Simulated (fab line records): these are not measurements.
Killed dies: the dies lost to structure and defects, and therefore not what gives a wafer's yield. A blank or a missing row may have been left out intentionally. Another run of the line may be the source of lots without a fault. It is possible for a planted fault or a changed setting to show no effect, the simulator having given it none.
Chamber matching -- flow sky130 -- SKY_LI_CONTACT_CMP_02 on cmp-01 has 4 sister chambers
The step polishes PSG. 4 wafers are shown with their chamber, then 8 later ones without.

== WAFERS PAIRED WITH THEIR CHAMBERS ==
wafer,chamber,motorCurrentA (A)
L839.2,0,14.2
L839.4,1,12.7
L841.3,3,11.4
L842.1,2,12.6

== WAFERS WHOSE CHAMBER IS MISSING ==
wafer,motorCurrentA (A)
L842.5,12.8
L842.6,12.8
L844.2,11.5
L844.3,14.7
L844.4,12.7
L845.3,11.1
L845.4,13.4
L845.5,14.6

== THE CHAMBER EACH PASSED THROUGH ==
wafer,from the rows above,in truth
L842.5,can't be placed: 1 or 2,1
L842.6,can't be placed: 1 or 2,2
L844.2,3,3
L844.3,0,0
L844.4,can't be placed: 1 or 2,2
L845.3,3,3
L845.4,can't be placed: 1 or 0 or 2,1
L845.5,0,0
4 of 8 placed correctly. Can't be placed from these rows: 4 (the true chamber is among the candidates in 4). Wrongly placed: 0.
How it was worked out, from the rows above alone: a wafer's distance from a chamber is the root of the sum, over the readings, of the square of ((its reading less the chamber's mean) divided by the reading's scatter). The wafer belongs to the nearest chamber; if the next one is less than 2 further off, it can't be placed. For every chamber, the mean is computed from those of its wafers that are shown. The scatter: root of mean squared gap, hidden wafer to nearest shown wafer, with one shown wafer a chamber.
